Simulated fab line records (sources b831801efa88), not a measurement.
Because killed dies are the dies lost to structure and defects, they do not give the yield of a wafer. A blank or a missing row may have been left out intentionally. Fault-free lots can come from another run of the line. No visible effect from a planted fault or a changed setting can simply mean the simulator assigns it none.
2 desks, one fault || flow sky130 || what lay behind the numbers comes last; until then each desk has only its own

== METROLOGY DESK ==
Lot by lot, what the gauges showed, no matter which tool ran the lot: averages of those sampled wafers that carry a number. Any lot whose mean is over 4 standard deviations away from the usual mean is out of limits and marked OUT; that distance is given in the brackets.
Columns: A = cd_nm at SKY_FIELD_ISO_CD_MEAS_13, usual 149.9 nm; B = VT_ADJUST_NCORE_TW at SKY_VT_ADJUST_NCORE_TW_MEAS_11, usual 216.4
{"lot": "L913", "first seen here": "day 2 05:37", "A": 148.2, "B": 215.4}
{"lot": "L916", "first seen here": "day 2 20:46", "A": 149.6, "B": 217.6}
{"lot": "L918", "first seen here": "day 3 06:17", "A": 149.6, "B": 214.3}
{"lot": "L920", "first seen here": "day 3 16:01", "A": 150.7, "B": 213.1}
{"lot": "L921", "first seen here": "day 4 01:19", "A": 150.6, "B": 216.6}
{"lot": "L923", "first seen here": "day 4 16:06", "A": 152.5, "B": "210.8 (-4.0) OUT"}
{"lot": "L926", "first seen here": "day 5 01:59", "A": 149.0, "B": 211.5}
{"lot": "L927", "first seen here": "day 5 07:20", "A": 151.4, "B": 216.1}
{"lot": "L934", "first seen here": "day 6 17:40", "A": 149.9, "B": 215.8}
{"lot": "L935", "first seen here": "day 6 22:25", "A": 147.4, "B": 217.7}
{"lot": "L936", "first seen here": "day 7 03:12", "A": 148.8, "B": 217.7}
This desk's finding: out of limits on L923; first on L923, day 12 05:15 (VT_ADJUST_NCORE_TW at SKY_VT_ADJUST_NCORE_TW_MEAS_11). In limits: L913, L916, L918, L920, L921, L926, L927, L934, L935, L936.

== FOR THE TOOL OWNER'S DESK: implanter-04 ==
The tool's own readings at SKY_VT_ADJUST_NCORE_IMPLANT_09, given as means over the sampled wafers that have a number, one for each lot that went through this tool. Any lot whose mean is over 4 standard deviations away from the usual mean is out of limits and marked OUT; that distance is given in the brackets.
Columns: A = dose_ions_cm2 at SKY_VT_ADJUST_NCORE_IMPLANT_09, usual 2.4001e+12; B = faraday_current_uA at SKY_VT_ADJUST_NCORE_IMPLANT_09, usual 13.53
{"lot": "L913", "first seen here": "day 8 07:02", "A": 2.4032e+12, "B": 13.70}
{"lot": "L916", "first seen here": "day 9 03:34", "A": 2.4028e+12, "B": 13.55}
{"lot": "L921", "first seen here": "day 11 07:31", "A": 2.4030e+12, "B": 13.31}
{"lot": "L923", "first seen here": "day 12 05:02", "A": "2.2107e+12 (-76) OUT", "B": 12.72}
{"lot": "L926", "first seen here": "day 12 21:56", "A": "2.2125e+12 (-75) OUT", "B": "12.36 (-4.5) OUT"}
This desk's verdict: out of limits on L923, L926, starting with L923 at day 12 05:02 (dose_ions_cm2 at SKY_VT_ADJUST_NCORE_IMPLANT_09). In limits: L913, L916, L921.

== BROUGHT TOGETHER ==
On L923, L926, at day 12 05:02, an alarm was possible from the tool owner's desk.
L923 would have let the metrology desk raise an alarm at day 12 05:15.
The metrology desk holds a record of L926, inside its limits.
SKY_VT_ADJUST_NCORE_IMPLANT_09 was run on implanter-04 by each of the lots named.

== WHAT THE SIMULATOR HAD INSERTED ==
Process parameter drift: implanter-04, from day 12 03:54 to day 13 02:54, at SKY_VT_ADJUST_NCORE_IMPLANT_09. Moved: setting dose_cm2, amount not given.
Lots struck among those shown: L923, L926.
Counting hours from when the fault started, the first reading out of limits came at 1 for the tool owner's desk and at 1 for the metrology desk.
